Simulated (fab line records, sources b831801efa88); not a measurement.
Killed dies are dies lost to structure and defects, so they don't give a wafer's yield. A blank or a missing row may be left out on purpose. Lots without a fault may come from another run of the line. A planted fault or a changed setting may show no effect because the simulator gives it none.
Chamber matching | flow sky130 | SKY_VIA1_CMP_24 on cmp-02: 4 sister chambers
The step polishes, stops on SiO2, t overpolish 15 s, target thk 0 nm. 8 wafers are shown with their chamber, then 12 later ones without.

WAFERS WITH THEIR CHAMBER
wafer  | chamber | motor_current_A (A) | time_to_endpoint_s (s)
L081.1 | 1       | 10.1                | 67
L082.3 | 0       | 8.7                 | 63
L082.6 | 1       | 9.7                 | 57
L088.5 | 3       | 11.9                | 60
L088.6 | 2       | 9.5                 | 66
L089.4 | 0       | 8.7                 | 63
L089.5 | 3       | 11.7                | 60
L089.6 | 2       | 9.9                 | 65

WAFERS WITHOUT THEIR CHAMBER
wafer  | motor_current_A (A) | time_to_endpoint_s (s)
L093.2 | 11.9                | 57
L093.3 | 8.4                 | 62
L093.5 | 10.1                | 54
L094.1 | 8.8                 | 62
L094.2 | 9.2                 | 65
L094.5 | 9.7                 | 57
L096.3 | 12.3                | 57
L096.4 | 10.0                | 56
L096.5 | 9.9                 | 66
L097.2 | 10.3                | 68
L097.3 | 12.0                | 60
L097.4 | 9.7                 | 58

WHICH CHAMBER EACH WENT THROUGH
wafer  | from the rows above          | in truth
L093.2 | 3                            | 3
L093.3 | 0                            | 0
L093.5 | can't be placed: 1 or 2      | 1
L094.1 | 0                            | 0
L094.2 | can't be placed: 2 or 0 or 1 | 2
L094.5 | can't be placed: 1 or 2      | 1
L096.3 | 3                            | 3
L096.4 | can't be placed: 1 or 2      | 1
L096.5 | can't be placed: 2 or 1      | 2
L097.2 | can't be placed: 1 or 2      | 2
L097.3 | 3                            | 3
L097.4 | can't be placed: 1 or 2      | 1
Placed correctly: 5 of 12. Can't be placed from these rows: 7 (the true chamber is among the candidates in 7). Placed wrongly: 0.
How it was worked out, from the rows above alone: a wafer's distance from a chamber is the root of the sum, over the readings, of the square of ((its reading less the chamber's mean) divided by the reading's scatter). The wafer belongs to the nearest chamber; if the next one is less than 2 further off, it can't be placed. A chamber's mean is the mean of its shown wafers. The scatter: the root of (the sum of the squares of (reading less its chamber's mean) over the shown wafers, divided by (wafers less chambers)).
